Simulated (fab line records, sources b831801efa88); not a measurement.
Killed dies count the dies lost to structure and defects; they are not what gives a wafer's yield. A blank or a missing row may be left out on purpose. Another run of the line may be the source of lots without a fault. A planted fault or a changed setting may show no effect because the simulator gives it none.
fab line records	flow gf180mcu
[record] lots = 12	wafers = 36	lastDay = 34
route steps=602 shown M2@366 V2@385
lots that met no fault: taken from a fault-free run of the same line
startH: hours from the record's opening day to when the first of the lot's shown wafers began	waitH: how many hours have passed since the lot's step before this one	" identical to the entry in the row above	L1.1+2: several wafers, shown together as one row	- value missing, or start not given	* or withheld: withheld	< > ~ a bound
route shown NAME@n: a module of which the file shows steps, and the number in the route of the first	usual: mean/standard deviation taken from wafers without a fault	same: alike in all rows	chamber/n: place in a boat	sites: each site's reading	_std_site: the values' standard deviation	_edge_site: the outer-site mean with the inner-site mean subtracted	radiusMm: how far each site lies from the wafer's centre	mask NAME#n: copy n	behind: the tool/chamber that last shaped the wafer	hold: why the lot was held/for how many hours/how that ended	device: which transistor (n, p or np) failed to switch	end of line: at the end of the route, the tests of the same wafers	where a step has no rows: the recipe by itself	killed: count of dies lost to structure and defects at first sort (not the wafer's yield)	map: the dies of a wafer, with x for killed, . for not killed, _ for no die there
set.NAME: the setting the step ran with; set.NAME@STEP: the setting that earlier step ran with	model.NAME: the simulator's own value behind a step, which no gauge read
one table for each step of the route and one row for each wafer, over a sample of lots
services: a tool's chamber out of use, with start hour (startH, from the record's first day; less than 0 if before it), hours out, and reason
[[steps]]
[step GF_M2_SPUTTER_04]
[recipe] material = TiN	targetThkNm = 50	powerW = 6500	timeS = 41.7	chamberPressurePa = 0.4
[usual] throttleValvePct = 30.3/1.2
lot.wafer	tool	chamber	startH	waitH	throttleValvePct
L398.2	pvdSputter-02	-	417.95	0.0	30.2
L398.4	"	-	"	"	30.0
L398.6	"	-	"	"	30.0
L399.1	pvdSputter-03	-	441.75	0.0	31.2
L399.4	"	-	"	"	29.7
L399.6	"	-	"	"	28.8
L401.1	pvdSputter-03	-	457.54	0.0	33.5
L401.4	"	-	"	"	29.9
L401.6	"	-	"	"	30.0
L403.1	pvdSputter-04	-	474.71	0.0	28.9
L403.2	"	-	"	"	29.4
L403.4	"	-	"	"	30.2
L404.1	pvdSputter-04	-	488.43	0.0	30.4
L404.2	"	-	"	"	29.5
L404.4	"	-	"	"	29.0
L412.4	pvdSputter-03	-	547.49	0.0	33.6
L412.5	"	-	"	"	33.6
L412.6	"	-	"	"	31.1
L413.1	pvdSputter-04	-	558.12	0.0	28.9
L413.2	"	-	"	"	29.4
L413.3	"	-	"	"	30.5
L414.1	pvdSputter-02	-	567.35	0.0	31.5
L414.2	"	-	"	"	29.7
L414.3	"	-	"	"	29.7
L417.2	pvdSputter-02	-	589.55	0.0	29.8
L417.3	"	-	"	"	31.7
L417.6	"	-	"	"	30.0
L418.1	pvdSputter-03	-	596.30	0.0	29.1
L418.5	"	-	"	"	29.0
L418.6	"	-	"	"	31.3
L419.3	pvdSputter-03	-	606.67	0.0	31.3
L419.5	"	-	"	"	31.3
L419.6	"	-	"	"	29.0
L420.3	pvdSputter-02	-	612.50	0.0	29.9
L420.4	"	-	"	"	31.4
L420.6	"	-	"	"	30.1
[step GF_M2_COAT_09]
[recipe] resist = KrF	spinRpm = withheld	resistThkNm = 1000
lot.wafer	tool	chamber	startH	waitH
L398.2+4+6	lithoTrack-03	0	430.49	0.1
L399.1+4+6	lithoTrack-03	0	454.41	0.1
L401.1+4+6	lithoTrack-03	0	468.36	0.1
L403.1+2+4	lithoTrack-03	0	486.41	0.1
L404.1+2+4	lithoTrack-03	0	500.66	0.1
L412.4+5+6	lithoTrack-04	0	559.31	0.1
L413.1+2+3	lithoTrack-04	0	568.83	0.1
L414.1+2+3	lithoTrack-04	0	579.03	0.1
L417.2+3+6	lithoTrack-01	0	600.98	0.1
L418.1+5+6	lithoTrack-01	0	607.35	0.1
L419.3+5+6	lithoTrack-03	0	616.76	0.1
L420.3+4+6	lithoTrack-03	0	622.31	0.1
[step GF_M2_CD_MEAS_14]
[recipe] targetCdNm = 280
[usual] cdNm = 279.9/1.2
lot.wafer	tool	chamber	startH	waitH	cdNm
L398.2	cdSem-02	-	442.61	0.1	280.4
L398.4	"	-	"	"	279.9
L398.6	"	-	"	"	281.6
L399.1	cdSem-01	-	466.70	0.1	280.2
L399.4	"	-	"	"	279.8
L399.6	"	-	"	"	279.7
L401.1	cdSem-01	-	481.51	0.1	278.4
L401.4	"	-	"	"	278.3
L401.6	"	-	"	"	279.1
L403.1	cdSem-02	-	498.76	0.1	284.5
L403.2	"	-	"	"	285.4
L403.4	"	-	"	"	285.8
L404.1	cdSem-02	-	512.90	0.1	285.3
L404.2	"	-	"	"	285.3
L404.4	"	-	"	"	285.1
L412.4	cdSem-02	-	569.97	0.1	278.8
L412.5	"	-	"	"	279.7
L412.6	"	-	"	"	278.3
L413.1	cdSem-01	-	580.20	0.1	278.1
L413.2	"	-	"	"	278.5
L413.3	"	-	"	"	277.6
L414.1	cdSem-01	-	589.75	0.1	281.3
L414.2	"	-	"	"	280.2
L414.3	"	-	"	"	281.2
L417.2	cdSem-02	-	611.57	0.2	279.6
L417.3	"	-	"	"	278.5
L417.6	"	-	"	"	278.2
L418.1	cdSem-02	-	617.45	0.1	281.4
L418.5	"	-	"	"	281.2
L418.6	"	-	"	"	281.4
L419.3	cdSem-02	-	628.24	0.1	278.8
L419.5	"	-	"	"	280.5
L419.6	"	-	"	"	280.6
L420.3	cdSem-01	-	633.57	0.1	279.7
L420.4	"	-	"	"	279.0
L420.6	"	-	"	"	278.8
[step GF_M2_OVL_MEAS_15]
[usual] M2_OVL = 4/4.7
lot.wafer	tool	chamber	startH	waitH	M2_OVL[nm]
L398.2	overlay-02	-	442.71	0.1	9
L398.4	"	-	"	"	7
L398.6	"	-	"	"	1
L399.1	overlay-01	-	466.82	0.1	3
L399.4	"	-	"	"	3
L399.6	"	-	"	"	4
L401.1	overlay-02	-	481.63	0.1	4
L401.4	"	-	"	"	3
L401.6	"	-	"	"	1
L403.1	overlay-02	-	498.88	0.1	8
L403.2	"	-	"	"	10
L403.4	"	-	"	"	12
L404.1	overlay-02	-	513.02	0.1	9
L404.2	"	-	"	"	1
L404.4	"	-	"	"	0
L412.4	overlay-01	-	570.05	0.1	13
L412.5	"	-	"	"	10
L412.6	"	-	"	"	11
L413.1	overlay-01	-	580.32	0.1	0
L413.2	"	-	"	"	6
L413.3	"	-	"	"	6
L414.1	overlay-02	-	589.87	0.1	5
L414.2	"	-	"	"	4
L414.3	"	-	"	"	-1
L417.2	overlay-01	-	611.68	0.1	7
L417.3	"	-	"	"	2
L417.6	"	-	"	"	10
L418.1	overlay-02	-	617.57	0.1	11
L418.5	"	-	"	"	1
L418.6	"	-	"	"	-3
L419.3	overlay-01	-	628.33	0.1	6
L419.5	"	-	"	"	-7
L419.6	"	-	"	"	-1
L420.3	overlay-02	-	633.67	0.1	11
L420.4	"	-	"	"	9
L420.6	"	-	"	"	1
[step GF_M2_STRIP_17]
[recipe] chemistry = O2/N2	powerW = 1400	pressureMtorr = 1500	platenTempC = 250	o2FlowSccm = 3000	n2FlowSccm = 300	overashFraction = 0.5
[usual] drypumpMotorCurrentA = 5.67/0.26	heaterPowerW = 340/24	oesProductAu = 0.538/0.0052	stripTimeToEndpointS = 7.40/0.063
lot.wafer	tool	chamber	startH	waitH	drypumpMotorCurrentA	heaterPowerW	oesProductAu	rfHoursCounterH	stripTimeToEndpointS
L398.2	plasmaAsher-02	1	442.87	0.1	5.89	330	0.538	32	7.39
L398.4	"	1	"	"	5.88	328	0.542	-	7.40
L398.6	"	0	"	"	5.57	320	0.533	-	7.40
L399.1	plasmaAsher-04	1	467.12	0.2	5.63	381	0.539	66	7.41
L399.4	"	0	"	"	5.07	350	0.542	-	7.39
L399.6	"	1	"	"	5.63	386	0.546	-	7.39
L401.1	plasmaAsher-04	0	481.79	0.1	5.07	358	0.535	68	7.30
L401.4	"	1	"	"	5.60	395	0.539	-	7.45
L401.6	"	0	"	"	5.12	349	0.531	-	7.35
L403.1	plasmaAsher-01	1	499.04	0.1	5.73	356	0.579	6	8.43
L403.2	"	0	"	"	5.90	309	0.585	6	8.57
L403.4	"	0	"	"	5.89	314	0.592	-	8.66
L404.1	plasmaAsher-01	1	513.19	0.1	5.77	357	0.586	8	8.60
L404.2	"	0	"	"	5.89	311	0.584	8	8.49
L404.4	"	1	"	"	5.76	360	0.585	-	8.46
L412.4	plasmaAsher-01	1	570.23	0.1	5.74	364	0.540	-	7.34
L412.5	"	1	"	"	5.73	356	0.533	-	7.34
L412.6	"	0	"	"	5.89	312	0.536	-	7.41
L413.1	plasmaAsher-04	0	580.49	0.1	5.04	352	0.532	78	7.45
L413.2	"	1	"	"	5.60	383	0.541	78	7.36
L413.3	"	0	"	"	5.04	349	0.533	-	7.46
L414.1	plasmaAsher-04	1	590.04	0.1	5.64	373	0.533	79	7.30
L414.2	"	0	"	"	5.06	352	0.534	79	7.42
L414.3	"	0	"	"	5.06	362	0.543	-	7.43
L417.2	plasmaAsher-04	0	611.97	0.2	5.11	353	0.544	82	7.42
L417.3	"	1	"	"	5.63	377	0.542	-	7.40
L417.6	"	0	"	"	5.09	355	0.545	-	7.47
L418.1	plasmaAsher-01	0	617.87	0.2	5.90	317	0.538	19	7.45
L418.5	"	0	"	"	5.88	312	0.536	-	7.46
L418.6	"	1	"	"	5.74	362	0.541	-	7.50
L419.3	plasmaAsher-01	1	628.52	0.1	5.74	360	0.535	-	7.31
L419.5	"	1	"	"	5.73	357	0.531	-	7.33
L419.6	"	0	"	"	5.91	311	0.544	-	7.48
L420.3	plasmaAsher-02	1	633.85	0.1	5.88	327	0.541	-	7.44
L420.4	"	0	"	"	5.58	327	0.528	-	7.25
L420.6	"	1	"	"	5.90	320	0.540	-	7.42
[step GF_V2_THK_MEAS_03]
[recipe] reads = SiO2_of_V2_CVD_02
[usual] V2_CVD_02_THK = 847/10
lot.wafer	tool	chamber	startH	waitH	V2_CVD_02_THK[nm]
L398.2	filmMetro-01	-	443.62	0.0	831
L398.4	"	-	"	"	840
L398.6	"	-	"	"	859
L399.1	filmMetro-01	-	467.89	0.1	841
L399.4	"	-	"	"	853
L399.6	"	-	"	"	855
L401.1	filmMetro-04	-	482.56	0.1	848
L401.4	"	-	"	"	855
L401.6	"	-	"	"	859
L403.1	filmMetro-03	-	499.95	0.1	843
L403.2	"	-	"	"	846
L403.4	"	-	"	"	857
L404.1	filmMetro-03	-	514.26	0.0	850
L404.2	"	-	"	"	846
L404.4	"	-	"	"	839
L412.4	filmMetro-01	-	571.00	0.1	856
L412.5	"	-	"	"	858
L412.6	"	-	"	"	860
L413.1	filmMetro-04	-	581.23	0.0	843
L413.2	"	-	"	"	831
L413.3	"	-	"	"	839
L414.1	filmMetro-04	-	590.81	0.1	843
L414.2	"	-	"	"	833
L414.3	"	-	"	"	857
L417.2	filmMetro-03	-	612.80	0.0	844
L417.3	"	-	"	"	848
L417.6	"	-	"	"	856
L418.1	filmMetro-01	-	618.60	0.0	828
L418.5	"	-	"	"	849
L418.6	"	-	"	"	840
L419.3	filmMetro-01	-	629.28	0.1	842
L419.5	"	-	"	"	842
L419.6	"	-	"	"	862
L420.3	filmMetro-03	-	634.60	0.1	851
L420.4	"	-	"	"	857
L420.6	"	-	"	"	860
[[services]]
tool	chamber	startH	hours	kind
pvdSputter-02	-	403.23	2.4	repair
plasmaAsher-01	-	414.76	14.6	pm
plasmaAsher-01	-	429.36	9.0	pm
plasmaAsher-01	0	429.36	9.0	ventCycle
plasmaAsher-01	1	429.36	9.0	ventCycle
plasmaAsher-01	-	433.02	1.7	repair
plasmaAsher-01	0	438.36	-	clean
plasmaAsher-01	1	438.36	-	clean
plasmaAsher-02	-	503.16	0.6	repair
pvdSputter-03	-	526.60	4.3	repair
plasmaAsher-01	-	538.05	7.1	repair
pvdSputter-02	-	538.43	3.1	repair
plasmaAsher-04	-	539.74	4.3	pm
pvdSputter-02	-	540.88	0.7	repair
plasmaAsher-04	-	544.45	4.0	pm
pvdSputter-02	-	547.45	12.8	repair
pvdSputter-03	-	556.24	15.3	repair
plasmaAsher-02	-	557.85	31.1	repair
plasmaAsher-02	-	577.76	2.8	repair
pvdSputter-04	-	604.02	46.8	repair
pvdSputter-02	-	628.19	1.6	repair
pvdSputter-02	1	631.04	-	consumableReplace:kit
pvdSputter-02	1	631.04	18.0	scheduledDown
pvdSputter-02	1	631.04	18.0	ventCycle
[[key]]
[firstSign] step = GF_M2_CD_MEAS_14	reading = cdNm	direction = up	sigmas = 4.5	usual = 279.9	struck = 285.2
[effect] step = GF_M2_STRIP_17	reading = stripTimeToEndpointS	direction = up	sigmas = 18	usual = *	struck = *
metAt GF_M2_COAT_09
struckLots L403,L404
notActingAt GF_M2_SPUTTER_04,GF_M2_OVL_MEAS_15,GF_V2_THK_MEAS_03
onsetBetween 468.36 486.41
[fault] kind = processParameterDrift	tool = lithoTrack-03	chamber = -	onsetH = 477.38	steps = GF_M2_COAT_09	channel = resistThkNm	offset = *	shape = step	endH = 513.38	actsIn = *	stated = *
